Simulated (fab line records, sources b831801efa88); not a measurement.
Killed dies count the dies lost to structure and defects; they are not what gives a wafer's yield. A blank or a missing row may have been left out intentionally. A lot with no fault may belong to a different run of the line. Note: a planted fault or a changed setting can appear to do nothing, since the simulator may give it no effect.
Split-lot experiment + flow gf180mcu + on a route of 602 steps: 5 lots, 23 wafers read

## ABOUT THE SPLIT
At GF_MIM_SPUTTER_08 (material AlCu, target thk 200 nm, time 10.6 s), the setting chamberPressurePa was moved away from the recipe's 0.4 Pa on 20 of the 23 wafers read, by -10.8% to +13.8%. All remaining wafers had this setting at the recipe value.

## FROM THE SPLIT TO THE READING: what the file shows between them, 2 steps
- GF_MIM_SPUTTER_09: material TiN, target thk 35 nm, time 29.2 s
- GF_MIM_RS_MEAS_10: measures by four-point-probe

## THE READING
MIM_ALCU_THK, in nm, at GF_MIM_THK_MEAS_11 (measures by xrf). On this fab line, fault-free wafers typically give 197.9 nm with a standard deviation of 2.2 nm.

| wafer  | tool, chamber at the split | chamberPressurePa as run, Pa | against the recipe | MIM_ALCU_THK, nm | against lot-mates on the recipe |
|--------|----------------------------|------------------------------|--------------------|------------------|---------------------------------|
| L074.3 | pvdSputter-03, -           | 0.4                          | recipe             | 197.9            | -                               |
| L074.4 | pvdSputter-03, -           | 0.4                          | recipe             | 199.2            | -                               |
| L074.5 | pvdSputter-03, -           | 0.4                          | recipe             | 197.5            | -                               |
| L079.1 | pvdSputter-03, -           | 0.4553                       | +13.8%             | 193.3            | no lot-mate on the recipe       |
| L079.3 | pvdSputter-03, -           | 0.4553                       | +13.8%             | 193.6            | no lot-mate on the recipe       |
| L079.4 | pvdSputter-03, -           | 0.4553                       | +13.8%             | 194.9            | no lot-mate on the recipe       |
| L079.5 | pvdSputter-03, -           | 0.4553                       | +13.8%             | 192.2            | no lot-mate on the recipe       |
| L079.6 | pvdSputter-03, -           | 0.4553                       | +13.8%             | 193.0            | no lot-mate on the recipe       |
| L080.1 | pvdSputter-01, -           | 0.3567                       | -10.8%             | 202.1            | no lot-mate on the recipe       |
| L080.2 | pvdSputter-01, -           | 0.3567                       | -10.8%             | 203.6            | no lot-mate on the recipe       |
| L080.3 | pvdSputter-01, -           | 0.3567                       | -10.8%             | 202.8            | no lot-mate on the recipe       |
| L080.5 | pvdSputter-01, -           | 0.3567                       | -10.8%             | 203.3            | no lot-mate on the recipe       |
| L080.6 | pvdSputter-01, -           | 0.3567                       | -10.8%             | 202.9            | no lot-mate on the recipe       |
| L081.1 | pvdSputter-03, -           | 0.4404                       | +10.1%             | 195.3            | no lot-mate on the recipe       |
| L081.3 | pvdSputter-03, -           | 0.4404                       | +10.1%             | 192.3            | no lot-mate on the recipe       |
| L081.4 | pvdSputter-03, -           | 0.4404                       | +10.1%             | 194.3            | no lot-mate on the recipe       |
| L081.5 | pvdSputter-03, -           | 0.4404                       | +10.1%             | 193.8            | no lot-mate on the recipe       |
| L081.6 | pvdSputter-03, -           | 0.4404                       | +10.1%             | 195.4            | no lot-mate on the recipe       |
| L082.2 | pvdSputter-04, -           | 0.3681                       | -8.0%              | 200.4            | no lot-mate on the recipe       |
| L082.3 | pvdSputter-04, -           | 0.3681                       | -8.0%              | 203.5            | no lot-mate on the recipe       |
| L082.4 | pvdSputter-04, -           | 0.3681                       | -8.0%              | 201.8            | no lot-mate on the recipe       |
| L082.5 | pvdSputter-04, -           | 0.3681                       | -8.0%              | 203.2            | no lot-mate on the recipe       |
| L082.6 | pvdSputter-04, -           | 0.3681                       | -8.0%              | 203.8            | no lot-mate on the recipe       |

THE FIT
A straight line over all 23 wafers: MIM_ALCU_THK changes by -0.412 nm for each +1% of chamberPressurePa; r = -0.97; the points scatter about the line by 1.1 nm.
Too few moved wafers have a lot-mate on the recipe to fit a line with each lot's own level taken away.

## THE WHOLE CHAIN: every reading that the file lists as answering this split, in the file's order
| step                 | what it does                                                                         | reading                                                                       | change (the file's fit)               | r (the file's) |
|----------------------|--------------------------------------------------------------------------------------|-------------------------------------------------------------------------------|---------------------------------------|----------------|
| GF_MIM_SPUTTER_08    | material AlCu, target thk 200 nm, time 10.6 s                                        | AlCu_of_MIM_SPUTTER_08.thkNm (the simulator's own value, which no gauge read) | -0.445 nm for each +1% of the setting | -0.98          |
| GF_MIM_RS_MEAS_10    | measures by four-point-probe                                                         | MIM_ALCU_RS                                                                   | +0.000478 for each +1% of the setting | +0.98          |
| GF_MIM_THK_MEAS_11   | measures by xrf                                                                      | MIM_ALCU_THK                                                                  | -0.412 for each +1% of the setting    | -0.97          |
| GF_MIM_METAL_ETCH_19 | etches the open film in Cl2/BCl3, stops on Si3N4, target depth 324.5 nm, time 54.1 s | etch.depthNm (the simulator's own value, which no gauge read)                 | -0.429 nm for each +1% of the setting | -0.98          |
| GF_MIM_METAL_ETCH_19 | etches the open film in Cl2/BCl3, stops on Si3N4, target depth 324.5 nm, time 54.1 s | MIM.featureDepthNm (the simulator's own value, which no gauge read)           | -0.398 nm for each +1% of the setting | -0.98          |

## FILE'S OWN FIT
MIM_ALCU_THK changes by -0.412 nm for each +1% of chamberPressurePa, r = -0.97.
